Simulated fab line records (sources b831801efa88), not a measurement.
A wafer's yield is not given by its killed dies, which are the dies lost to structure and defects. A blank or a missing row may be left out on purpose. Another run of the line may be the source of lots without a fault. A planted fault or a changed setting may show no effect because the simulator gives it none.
fab line records	flow sfq-line
record: lots: 14	wafers: 42	last-day: 83
route steps=325 shown L0V@17
lots untouched by any fault: they come from a run of this same line in which no faults occurred
start-h: the number of hours between the record's first day and the start of the first shown wafer of the lot	wait-h: how many hours have passed since the lot's step before this one	" as in the row above	L1.1+2: a row that stands for several wafers	- value missing, or start not given	* or withheld: withheld	< > ~ a bound
route shown NAME@n: names a module that has steps shown in the file, with the first one's number in the route	usual: mean and standard deviation over wafers with no fault	same: alike in all rows	chamber/n: place in a boat	sites: each site's reading	_std_site: how widely they spread, as a standard deviation	_edge_site: the outer-site mean with the inner-site mean subtracted	radius-mm: how far each site lies from the wafer's centre	mask NAME#n: copy n	behind: the last tool/chamber to shape the wafer	hold: the reason the lot was held/the length of the hold in hours/how it ended	device: whichever transistor did not switch (one of n, p or np)	end of line: the tests these same wafers got at the end of their route	for a step that has no rows: nothing shown but its recipe	killed: dies lost to structure and defects at the first sort, not the wafer's yield	map: per-die view of a wafer (x killed, . not killed, _ where there is no die)
set.NAME: the run value of the setting; set.NAME@STEP: its run value at that earlier step	model.NAME: the simulator's own value behind a step, which no gauge read
one table for each step of the route and one row for each wafer, over a sample of lots
services: from which hour (start-h, from the record's first day; less than 0 if before it) a tool's chamber was out of use, for how many hours, and why
== steps ==
step: SFQ_TRILAYER_L0_VIA_LITHO_COAT_018
recipe: resist: BARC	spin-rpm: 3000	resist-thk-nm: 62
lot.wafer	tool	chamber	start-h	wait-h
L574.2+5+6	litho-track-04	0	83.21	0.1
L575.2+5+6	litho-track-03	0	90.36	0.1
L576.1+4+5	litho-track-04	0	95.13	0.0
L578.1+4+6	litho-track-02	0	103.51	0.0
L580.1+3+6	litho-track-03	0	107.11	0.0
L584.1+3+5	litho-track-04	0	132.83	0.0
L585.2+3+6	litho-track-03	0	136.48	0.1
L587.1+5+6	litho-track-03	0	149.56	0.0
L590.2+5+6	litho-track-02	0	170.14	0.1
L592.4+5+6	litho-track-02	0	180.59	0.1
L593.1+3+6	litho-track-04	0	187.64	0.0
L595.3+4+5	litho-track-04	0	197.34	0.1
L596.1+2+6	litho-track-02	0	203.27	0.0
L597.4+5+6	litho-track-02	0	208.19	0.1
step: SFQ_TRILAYER_L0_VIA_BARC_OPEN_VIA_ETCH_021
recipe: mask-material: PR	chemistry: O2	target-depth-nm: 125	target: BARC	source-w: 500	bias-w: 80	pressure-mtorr: 30	time-s: 41.7
usual: drypump-motor-current-A: 5.6/0.44	oes-product-au: 0.685/0.0046
lot.wafer	tool	chamber	start-h	wait-h	drypump-motor-current-A	oes-product-au	rf-hours-counter-h
L574.2	rie-diel-04	3	158.30	0.0	5.6	0.686	3
L574.5	"	3	"	"	5.6	0.696	-
L574.6	"	2	"	"	5.5	0.683	-
L575.2	rie-diel-01	2	166.82	0.0	5.7	0.682	28
L575.5	"	2	"	"	5.7	0.683	-
L575.6	"	3	"	"	5.1	0.688	-
L576.1	rie-diel-01	2	171.62	0.0	5.7	0.685	28
L576.4	"	1	"	"	5.8	0.687	4
L576.5	"	1	"	"	5.8	0.695	-
L578.1	rie-diel-04	2	180.77	0.0	5.5	0.679	148
L578.4	"	1	"	"	4.8	0.682	0
L578.6	"	3	"	"	5.5	0.685	-
L580.1	rie-diel-04	1	185.57	0.0	4.8	0.679	0
L580.3	"	2	"	"	5.6	0.680	148
L580.6	"	1	"	"	4.8	0.689	-
L584.1	rie-diel-02	1	211.97	0.0	5.1	0.695	119
L584.3	"	2	"	"	5.6	0.687	3
L584.5	"	2	"	"	5.6	0.682	-
L585.2	rie-diel-02	0	215.57	0.0	6.3	0.706	10
L585.3	"	3	"	"	5.3	0.712	7
L585.6	"	0	"	"	6.3	0.706	-
L587.1	rie-diel-02	2	232.34	0.0	5.6	0.711	4
L587.5	"	3	"	"	5.3	0.702	-
L587.6	"	0	"	"	6.3	0.705	-
L590.2	rie-diel-01	2	255.14	0.0	5.6	0.686	30
L590.5	"	0	"	"	5.8	0.689	-
L590.6	"	1	"	"	5.8	0.686	-
L592.4	rie-diel-01	1	268.34	0.0	5.8	0.679	5
L592.5	"	3	"	"	5.1	0.684	-
L592.6	"	2	"	"	5.7	0.694	-
L593.1	rie-diel-02	2	277.52	0.0	5.6	0.693	5
L593.3	"	3	"	"	5.3	0.686	9
L593.6	"	2	"	"	5.6	0.683	-
L595.3	rie-diel-04	2	289.52	0.0	5.5	0.687	1
L595.4	"	1	"	"	4.8	0.687	2
L595.5	"	0	"	"	6.1	0.678	-
L596.1	rie-diel-01	0	290.72	0.0	5.8	0.675	8
L596.2	"	2	"	"	5.7	0.681	30
L596.6	"	2	"	"	5.6	0.686	-
L597.4	rie-diel-02	3	291.92	0.0	5.3	0.691	9
L597.5	"	0	"	"	6.4	0.684	-
L597.6	"	3	"	"	5.3	0.683	-
== services ==
tool	chamber	start-h	hours	kind
rie-diel-04	1	64.90	4.7	repair
rie-diel-01	2	111.75	12.3	repair
rie-diel-04	1	131.11	-	clean
rie-diel-04	1	131.11	29.5	scheduled-down
rie-diel-04	1	131.11	29.5	vent-cycle
rie-diel-02	-	202.08	3.0	repair
rie-diel-02	0	202.66	5.5	repair
rie-diel-04	2	206.22	7.1	repair
rie-diel-04	2	216.95	-	clean
rie-diel-04	2	216.95	14.1	scheduled-down
rie-diel-04	2	216.95	14.1	vent-cycle
== key ==
first-sign: step: SFQ_TRILAYER_L0_VIA_BARC_OPEN_VIA_ETCH_021	reading: oes-product-au	direction: up	sigmas: 4.7	usual: 0.685	struck: 0.707
effect none on later readings
met-at SFQ_TRILAYER_L0_VIA_LITHO_COAT_018
struck-lots L585,L587
onset-between 107.11 136.48
fault: kind: process-parameter-drift	tool: litho-track-03	chamber: -	onset-h: 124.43	steps: SFQ_TRILAYER_L0_VIA_LITHO_COAT_018	channel: resist-thk-nm	offset: 4.4035	shape: step	end-h: 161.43	acts-in: these-recipes-only	stated: 62
